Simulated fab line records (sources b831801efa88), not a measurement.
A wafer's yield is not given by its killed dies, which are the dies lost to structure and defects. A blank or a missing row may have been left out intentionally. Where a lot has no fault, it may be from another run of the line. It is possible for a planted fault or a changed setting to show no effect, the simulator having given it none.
Which of the tools did it? ; flow sky130 ; 24 lots, 72 wafers sampled, at 6 steps of a route of 708

== WHAT THE GAUGES READ, wafer by wafer ==
SKY_CAPM_THK_MEAS_01.
lot;measured;on;CAPM_CVD_00_THK (nm)
L074;day 36 08:47;film metro-02;15.34 15.79 15.71
L075;day 36 14:50;film metro-03;15.54 15.41 15.79
L076;day 36 18:08;film metro-03;15.33 15.26 15.41
L077;day 37 04:43;film metro-03;15.37 15.42 15.24
L078;day 37 18:20;film metro-02;15.38 15.72 15.63
L079;day 37 21:34;film metro-04;15.50 15.33 15.76
L080;day 38 12:37;film metro-03;15.36 15.48 15.50
L081;day 38 14:09;film metro-02;15.18 15.86 15.72
L082;day 38 20:09;film metro-03;15.46 15.23 15.51
L083;day 39 10:16;film metro-03;15.43 15.57 15.85
L084;day 39 16:53;film metro-04;15.18 15.29 15.70
L085;day 39 19:58;film metro-02;15.66 15.56 15.76
L086;day 40 07:08;film metro-04;15.34 15.42 15.66
L087;day 40 12:17;film metro-03;15.74 15.73 15.63
L088;day 40 15:58;film metro-02;15.51 15.24 15.44
L089;day 41 02:22;film metro-04;15.54 15.71 15.48
L090;day 41 10:28;film metro-03;15.45 15.27 15.40
L092;day 41 20:58;film metro-03;15.77 15.67 15.92
L091;day 42 00:43;film metro-04;15.23 15.52 15.45
L093;day 42 05:02;film metro-04;15.56 15.52 15.86
L094;day 42 08:34;film metro-03;15.27 15.57 15.62
L095;day 42 16:11;film metro-03;15.45 15.89 15.81
L096;day 42 21:23;film metro-02;15.28 15.70 15.55
L097;day 43 03:47;film metro-04;15.34 15.60 15.91

SKY_CAP2M_RS_MEAS_03: a four-point-probe measurement.
lot;measured;on;CAP2M_TIN_RS (ohm/sq)
L074;day 39 16:48;film metro-02;6.91 6.87 6.88
L075;day 39 21:16;film metro-02;7.04 7.01 7.05
L076;day 40 02:40;film metro-03;6.89 7.00 7.00
L077;day 40 11:39;film metro-02;6.90 6.98 6.94
L078;day 41 00:14;film metro-02;6.86 6.91 6.89
L079;day 41 04:08;film metro-02;7.04 6.94 6.93
L080;day 41 17:43;film metro-02;6.92 6.98 6.96
L081;day 41 19:13;film metro-02;6.85 6.81 6.89
L082;day 42 01:11;film metro-02;6.95 6.91 6.88
L083;day 42 14:06;film metro-03;7.02 6.95 6.97
L084;day 42 20:23;film metro-02;6.98 6.90 6.91
L085;day 42 23:12;film metro-02;6.89 6.90 6.78
L086;day 43 09:15;film metro-02;6.98 7.09 7.04
L087;day 43 15:11;film metro-01;6.99 6.99 7.03
L088;day 43 20:01;film metro-02;6.97 6.98 7.05
L089;day 44 05:52;film metro-01;7.02 6.95 6.94
L090;day 44 11:41;film metro-02;6.96 7.01 7.00
L092;day 44 21:47;film metro-01;6.81 6.76 6.81
L091;day 45 00:18;film metro-03;6.92 6.94 6.91
L093;day 45 04:27;film metro-02;6.94 6.97 6.89
L094;day 45 08:38;film metro-02;6.89 6.87 6.95
L095;day 45 16:29;film metro-03;6.92 6.81 6.88
L096;day 45 20:28;film metro-03;6.86 6.90 6.86
L097;day 46 01:38;film metro-03;6.95 6.93 6.93

SKY_PAD_OPEN_BOW_MEAS_13.
lot;measured;on;PAD_OPEN_BOW (um)
L074;day 45 18:48;film metro-03;46 56 48
L075;day 45 21:40;film metro-02;51 49 54
L076;day 46 02:43;film metro-03;47 39 32
L077;day 46 11:59;film metro-03;42 46 43
L078;day 46 21:16;film metro-01;48 46 54
L079;day 47 00:11;film metro-02;56 43 51
L080;day 47 12:13;film metro-01;42 46 41
L081;day 47 12:56;film metro-03;50 56 41
L082;day 47 17:27;film metro-02;43 51 53
L083;day 48 03:58;film metro-03;61 58 49
L084;day 48 09:11;film metro-03;43 40 49
L085;day 48 13:59;film metro-01;45 45 44
L086;day 48 19:30;film metro-01;46 45 51
L087;day 48 23:53;film metro-03;40 45 48
L088;day 49 05:18;film metro-02;41 26 39
L089;day 49 13:29;film metro-02;39 50 42
L090;day 49 16:36;film metro-02;41 40 39
L092;day 49 23:32;film metro-01;58 53 49
L091;day 50 02:32;film metro-01;44 54 33
L093;day 50 07:55;film metro-03;46 46 39
L094;day 50 09:01;film metro-03;48 48 48
L095;day 50 14:31;film metro-01;30 30 39
L096;day 50 16:31;film metro-03;47 54 56
L097;day 50 19:23;film metro-02;41 44 52

== EACH LOT AND THE TOOL THAT RAN IT (in order: tool; ch and the chambers of the sampled wafers; start) ==
lot;SKY_VIA1_ETCH_15;SKY_METAL3_DESCUM_15;SKY_VIA4_ETCH_12
L074;rie diel-01 ch 0,1,2, day 33 22:32;rie metal-04 ch 0,1, day 38 13:10;rie diel-01 ch 1,2, day 42 19:04
L075;rie diel-01 ch 0,1,3, day 34 06:04;rie metal-04 ch 0,1, day 38 18:47;rie diel-03 ch 0,2, day 42 23:04
L076;rie diel-01 ch 1,2,3, day 34 09:59;rie metal-01 ch 1, day 38 22:08;rie diel-03 ch 1,2, day 43 04:23
L077;rie diel-04 ch 1,3, day 34 19:29;rie metal-01 ch 1, day 39 07:50;rie diel-04 ch 1,3, day 43 13:49
L078;rie diel-02 ch 1,2, day 35 09:50;rie metal-03 ch 0,1, day 39 20:38;rie diel-01 ch 0,3, day 44 00:34
L079;rie diel-04 ch 0,2, day 35 12:50;rie metal-03 ch 0,1, day 40 00:05;rie diel-03 ch 0,2,3, day 44 04:26
L080;rie diel-01 ch 0,2, day 36 03:44;rie metal-01 ch 0,1, day 40 13:32;rie diel-04 ch 1,2,3, day 44 16:05
L081;rie diel-04 ch 0,1,3, day 36 06:55;rie metal-03 ch 0,1, day 40 15:26;rie diel-04 ch 1,3, day 44 17:52
L082;rie diel-02 ch 1,2,3, day 36 11:41;rie metal-04 ch 0,1, day 40 21:36;rie diel-01 ch 0,1,3, day 44 22:32
L083;rie diel-01 ch 1,2,3, day 37 02:30;rie metal-04 ch 0,1, day 41 10:32;rie diel-04 ch 0,2,3, day 45 10:56
L084;rie diel-01 ch 0,1,2, day 37 11:17;rie metal-01 ch 0,1, day 41 17:24;rie diel-04 ch 2,3, day 45 17:38
L085;rie diel-02 ch 0,1,2, day 37 13:41;rie metal-01 ch 0,1, day 41 19:38;rie diel-04 ch 0,1,3, day 45 20:31
L086;rie diel-02 ch 0,2,3, day 37 23:11;rie metal-03 ch 0,1, day 42 06:42;rie diel-01 ch 1,2, day 46 03:23
L087;rie diel-02 ch 1,2, day 38 06:41;rie metal-03 ch 0,1, day 42 12:20;rie diel-01 ch 0,1, day 46 10:07
L088;rie diel-01 ch 2,3, day 38 10:05;rie metal-04 ch 1, day 42 17:02;rie diel-03 ch 0,1,3, day 46 14:46
L089;rie diel-01 ch 0,2,3, day 38 21:26;rie metal-03 ch 0,1, day 43 02:55;rie diel-03 ch 0,3, day 46 23:25
L090;rie diel-01 ch 0,1,3, day 39 06:11;rie metal-04 ch 0,1, day 43 10:21;rie diel-03 ch 0,1,2, day 47 03:50
L092;rie diel-02 ch 0,1,3, day 39 16:29;rie metal-04 ch 0,1, day 43 20:36;rie diel-04 ch 0,1,2, day 47 12:20
L091;rie diel-01 ch 1,2,3, day 39 20:07;rie metal-03 ch 0,1, day 43 23:12;rie diel-03 ch 0,3, day 47 16:08
L093;rie diel-04 ch 0,2,3, day 40 00:14;rie metal-03 ch 0,1, day 44 03:56;rie diel-04 ch 0,1,3, day 47 20:53
L094;rie diel-01 ch 1,3, day 40 04:55;rie metal-03 ch 0,1, day 44 07:15;rie diel-04 ch 1,3, day 47 22:20
L095;rie diel-04 ch 0,2, day 40 11:53;rie metal-01 ch 0,1, day 44 14:51;rie diel-01 ch 1,3, day 48 06:23
L096;rie diel-01 ch 1,2, day 40 17:16;rie metal-01 ch 1, day 44 18:29;rie diel-01 ch 0,2,3, day 48 10:05
L097;rie diel-04 ch 1,2,3, day 40 23:20;rie metal-03 ch 1, day 45 01:17;rie diel-01 ch 0,1,3, day 48 13:50
- SKY_VIA1_ETCH_15: etches SiO2 in C4F8/O2/Ar, stops on TiN, target depth 351 nm, time 54 s.
- SKY_METAL3_DESCUM_15: chemistry O2, time 8 s.
- SKY_VIA4_ETCH_12: etches SiO2 in C4F8/O2/Ar, stops on TiN, target depth 580 nm.

== AS READ BY THE TOOLS THEMSELVES (means over the sampled wafers that have a number; for cases with no such wafer, the mark the record gives instead) ==
SKY_VIA1_ETCH_15.
lot;tool;oes product au (a.u.)
L074;rie diel-01;0.977
L075;rie diel-01;0.976
L076;rie diel-01;0.979
L077;rie diel-04;0.987
L078;rie diel-02;0.980
L079;rie diel-04;0.986
L080;rie diel-01;0.986
L081;rie diel-04;0.981
L082;rie diel-02;0.981
L083;rie diel-01;0.981
L084;rie diel-01;0.980
L085;rie diel-02;0.980
L086;rie diel-02;0.982
L087;rie diel-02;0.983
L088;rie diel-01;0.986
L089;rie diel-01;0.982
L090;rie diel-01;0.979
L092;rie diel-02;0.984
L091;rie diel-01;0.982
L093;rie diel-04;0.987
L094;rie diel-01;0.987
L095;rie diel-04;0.981
L096;rie diel-01;0.980
L097;rie diel-04;0.979

SKY_METAL3_DESCUM_15.
lot;tool;drypump motor current A (A);oes product au (a.u.);temp c (C)
L074;rie metal-04;5.6;1.006;40.09
L075;rie metal-04;5.7;1.001;40.02
L076;rie metal-01;6.3;1.002;39.91
L077;rie metal-01;6.3;1.004;40.17
L078;rie metal-03;5.3;0.989;39.93
L079;rie metal-03;5.2;0.991;40.00
L080;rie metal-01;6.0;1.002;39.91
L081;rie metal-03;5.3;0.986;39.96
L082;rie metal-04;5.8;1.005;40.10
L083;rie metal-04;5.8;1.002;40.01
L084;rie metal-01;6.2;1.004;40.08
L085;rie metal-01;6.1;1.008;40.02
L086;rie metal-03;5.4;0.996;40.01
L087;rie metal-03;5.4;0.997;40.08
L088;rie metal-04;5.5;1.008;39.99
L089;rie metal-03;5.4;0.997;40.07
L090;rie metal-04;5.8;1.013;40.10
L092;rie metal-04;5.8;1.009;39.93
L091;rie metal-03;5.4;0.987;39.93
L093;rie metal-03;5.4;0.989;40.02
L094;rie metal-03;5.4;0.990;40.04
L095;rie metal-01;6.0;1.002;40.09
L096;rie metal-01;6.3;1.006;40.02
L097;rie metal-03;5.5;0.994;39.87

SKY_VIA4_ETCH_12.
lot;tool;oes product au (a.u.)
L074;rie diel-01;0.927
L075;rie diel-03;0.923
L076;rie diel-03;0.928
L077;rie diel-04;0.928
L078;rie diel-01;0.927
L079;rie diel-03;0.928
L080;rie diel-04;0.920
L081;rie diel-04;0.926
L082;rie diel-01;0.927
L083;rie diel-04;0.925
L084;rie diel-04;0.926
L085;rie diel-04;0.927
L086;rie diel-01;0.927
L087;rie diel-01;0.924
L088;rie diel-03;0.924
L089;rie diel-03;0.924
L090;rie diel-03;0.929
L092;rie diel-04;0.925
L091;rie diel-03;0.927
L093;rie diel-04;0.924
L094;rie diel-04;0.929
L095;rie diel-01;0.920
L096;rie diel-01;0.929
L097;rie diel-01;0.927

== THE ANSWER, worked out from the rows above alone ==
Rule: what is usual is taken from the lots themselves. Put in order of their means at a reading, lots are off if they are a third of the lots or fewer, leave a main group of 4 or more, and stand apart from it by a gap of 3 or more times the standard deviation of the main group's means; of several such gaps the widest counts. A main group is skipped when, at the precision printed for the reading in the tables above, its means are all equal. Also off: a lot with no number at a reading for which 4 or more lots have one. Any other lot the step has rows for is counted as sound. Order of review: gauges by route order, followed by the tools' own readings, for which a lot's mean as printed above is used. At the first step where some lot is off, the reading lying furthest off is the one used; lots without a number count as furthest.
Nothing can be told from this: no lot is off at any reading shown.

== WHAT THE SIMULATOR HAD PUT IN ==
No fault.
